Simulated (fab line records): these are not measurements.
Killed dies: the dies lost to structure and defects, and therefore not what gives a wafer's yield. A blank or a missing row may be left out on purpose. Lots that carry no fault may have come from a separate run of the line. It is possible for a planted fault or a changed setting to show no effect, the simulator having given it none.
What tool caused it? -- flow sky130 -- 12 lots, 36 wafers sampled, at 5 steps of a route of 708

## WHAT THE GAUGES SHOWED, per wafer
The record holds no reading of a measuring or inspecting step that can be judged against a usual standard deviation.

## TOOL THAT RAN EACH LOT (tool first, then ch and the chambers of the sampled wafers, then the start)
lot,SKY_CONTACT_ETCH_17,SKY_CONTACT_SPUTTER_23,SKY_METAL1_ETCH_18,SKY_VIA1_CMP_02,SKY_PAD_OPEN_PROBE_99
L343,"rieDiel-03 ch 0,2,3, day 31 13:35","pvdSputter-03, day 31 14:17","rieMetal-04 ch 0,1, day 32 18:37","cmp-02 ch 0,1,3, day 32 19:33",-
L344,"rieDiel-01 ch 1,3, day 31 19:11","pvdSputter-03, day 31 19:54","rieMetal-03 ch 0,1, day 32 23:43","cmp-02 ch 0,2,3, day 33 00:42",-
L347,"rieDiel-03 ch 0,1, day 32 14:58","pvdSputter-04, day 32 15:40","rieMetal-02 ch 0,1, day 33 19:19","cmp-01 ch 2,3, day 33 20:17","prober-01, day 46 15:58"
L348,"rieDiel-02 ch 0,1,2, day 33 14:06","pvdSputter-02, day 33 14:49","rieMetal-02 ch 0,1, day 34 18:37","cmp-01 ch 0,1, day 34 19:53","prober-02, day 47 03:04"
L354,"rieDiel-03 ch 0,1,2, day 35 05:56","pvdSputter-03, day 35 06:38","rieMetal-04 ch 0,1, day 36 09:44","cmp-01 ch 1,2,3, day 36 10:40",-
L353,"rieDiel-03 ch 0,1, day 35 08:26","pvdSputter-03, day 35 09:08","rieMetal-02 ch 0,1, day 36 11:55","cmp-02 ch 0,3, day 36 12:52",-
L357,"rieDiel-01 ch 0,1,2, day 37 01:35","pvdSputter-03, day 37 02:16","rieMetal-03 ch 0,1, day 38 05:04","cmp-01 ch 0,1,2, day 38 06:05","prober-01, day 49 16:45"
L358,"rieDiel-03 ch 0,1,2, day 37 01:38","pvdSputter-04, day 37 02:19","rieMetal-04 ch 0,1, day 38 05:17","cmp-01 ch 0,1,2, day 38 06:17","prober-01, day 49 17:59"
L360,"rieDiel-02 ch 0,1,2, day 37 05:32","pvdSputter-04, day 37 06:13","rieMetal-03 ch 0,1, day 38 09:16","cmp-02 ch 0,2, day 38 10:14","prober-01, day 50 00:05"
L361,"rieDiel-02 ch 0,2,3, day 37 08:17","pvdSputter-04, day 37 08:58","rieMetal-04 ch 1, day 38 11:04","cmp-02 ch 0,2,3, day 38 11:59",-
L364,"rieDiel-03 ch 0,2,3, day 37 20:29","pvdSputter-03, day 37 21:10","rieMetal-03 ch 0,1, day 38 23:37","cmp-01 ch 0,2,3, day 39 00:37",-
L366,"rieDiel-03 ch 0,2,3, day 38 19:32","pvdSputter-02, day 38 20:13","rieMetal-04 ch 0,1, day 39 22:43","cmp-01 ch 0,1, day 39 23:40",-
- SKY_CONTACT_ETCH_17: etches SiO2 in C4F8/O2/Ar, stops on Si3N4, target depth 340 nm.
- SKY_CONTACT_SPUTTER_23: material TiN, target thk 20 nm, time 80 s.
- SKY_METAL1_ETCH_18: etches BARC in N2/H2, stops on SiO2, time 45.9 s, target depth 60 nm.
- SKY_VIA1_CMP_02: polishes SiO2.
- SKY_PAD_OPEN_PROBE_99

## WHAT THE TOOLS THEMSELVES READ (means of the sampled wafers that have a number; where no wafer has one, the mark that the record gives instead)
SKY_CONTACT_ETCH_17. Usual: biasW 1200 W, standard deviation 3.6; oesProductAu 0.892 a.u., standard deviation 0.0044.
lot,tool,biasW (W),oesProductAu (a.u.),flag
L343,rieDiel-03,1203,0.888,
L344,rieDiel-01,1198,0.890,
L347,rieDiel-03,1202,0.894,
L348,rieDiel-02,1200,0.894,
L354,rieDiel-03,1197,0.889,
L353,rieDiel-03,1202,0.892,
L357,rieDiel-01,1200,0.887,
L358,rieDiel-03,1202,0.890,
L360,rieDiel-02,1200,0.892,
L361,rieDiel-02,1203,0.892,
L364,rieDiel-03,1198,0.895,
L366,rieDiel-03,1202,0.893,

SKY_CONTACT_SPUTTER_23. Usual: throttleValvePct reads 29.9 % (standard deviation 0.91).
lot,tool,throttleValvePct (%),flag
L343,pvdSputter-03,30.4,
L344,pvdSputter-03,30.7,
L347,pvdSputter-04,29.4,
L348,pvdSputter-02,30.3,
L354,pvdSputter-03,29.9,
L353,pvdSputter-03,30.3,
L357,pvdSputter-03,29.9,
L358,pvdSputter-04,29.1,
L360,pvdSputter-04,29.4,
L361,pvdSputter-04,29.8,
L364,pvdSputter-03,30.7,
L366,pvdSputter-02,30.1,

SKY_METAL1_ETCH_18. Usual: biasW 100.0 W, standard deviation 0.31; drypumpMotorCurrentA 5.9 A, standard deviation 0.35; oesProductAu 0.855 a.u., standard deviation 0.0047; throttleValvePct 13.224 %, standard deviation 0.0079.
lot,tool,biasW (W),drypumpMotorCurrentA (A),oesProductAu (a.u.),throttleValvePct (%),flag
L343,rieMetal-04,100.1,6.2,0.849,13.217,
L344,rieMetal-03,100.1,5.8,0.857,13.227,
L347,rieMetal-02,100.1,5.6,0.856,13.219,
L348,rieMetal-02,100.2,5.6,0.855,13.223,
L354,rieMetal-04,99.9,6.1,0.854,13.228,
L353,rieMetal-02,100.0,6.0,0.850,13.223,
L357,rieMetal-03,100.0,6.0,0.851,13.224,
L358,rieMetal-04,99.9,6.1,0.857,13.222,
L360,rieMetal-03,100.0,5.9,0.855,13.221,
L361,rieMetal-04,100.5,6.1,0.856,13.221,
L364,rieMetal-03,100.0,5.9,0.856,13.223,
L366,rieMetal-04,99.9,6.1,0.854,13.224,

SKY_VIA1_CMP_02. Usual: headPressurePsi 4.002 psi, standard deviation 0.008; motorCurrentA 12.0 A, standard deviation 1.6; slurryFilterDpKPa 13.49 kPa, standard deviation 0.14.
lot,tool,headPressurePsi (psi),motorCurrentA (A),slurryFilterDpKPa (kPa),flag
L343,cmp-02,4.000,12.5,13.35,
L344,cmp-02,4.004,11.5,13.47,
L347,cmp-01,4.006,12.5,13.38,
L348,cmp-01,4.006,12.8,13.55,
L354,cmp-01,4.008,11.8,13.42,
L353,cmp-02,4.012,12.6,13.42,
L357,cmp-01,4.000,13.3,13.42,
L358,cmp-01,4.013,13.3,13.62,
L360,cmp-02,4.010,10.9,13.53,
L361,cmp-02,3.993,11.6,13.51,
L364,cmp-01,4.000,12.6,13.58,
L366,cmp-01,3.999,12.3,13.46,

SKY_PAD_OPEN_PROBE_99. Usual: defectLimitedYield 82.5 %, standard deviation 1.8; killed_at_M0_to_M3 43, standard deviation 6.5; killed_at_M4_up 3.1, standard deviation 1.8; killedAtContacts 24, standard deviation 4.8; killedAtFrontEnd 15, standard deviation 4.7; killedAtOther 0.3, standard deviation 0.58; killedDies 86, standard deviation 8.6; killedOpen 47, standard deviation 6.7; killedShort 39, standard deviation 6.1.
lot,tool,defectLimitedYield (%),killed_at_M0_to_M3,killed_at_M4_up,killedAtContacts,killedAtFrontEnd,killedAtOther,killedDies,killedOpen,killedShort,flag
L347,prober-01,82.6,41,2.7,29,12,0.7,85,50,36,
L348,prober-02,81.7,44,3.3,29,13,0.3,90,50,40,
L357,prober-01,82.0,53,3.7,21,11,0.0,88,49,39,
L358,prober-01,81.4,48,3.0,25,16,0.0,92,53,39,
L360,prober-01,83.4,46,2.3,19,13,1.0,82,44,38,

## THE ANSWER, worked out from the rows above alone
Rule: a lot counts as off when the mean over its wafers that have a number is more than 3 standard deviations away from the usual mean. Also off: a lot with no number at a reading for which 4 or more lots have one. Where the step has rows for the other lots, those lots are counted as sound. Order of review: gauges by route order, followed by the tools' own readings, for which a lot's mean as printed above is used. At the first step where some lot is off, the reading lying furthest off is the one used; lots without a number count as furthest.
None of the lots is off at any reading shown; this tells nothing.

## WHAT THE SIMULATOR PUT IN
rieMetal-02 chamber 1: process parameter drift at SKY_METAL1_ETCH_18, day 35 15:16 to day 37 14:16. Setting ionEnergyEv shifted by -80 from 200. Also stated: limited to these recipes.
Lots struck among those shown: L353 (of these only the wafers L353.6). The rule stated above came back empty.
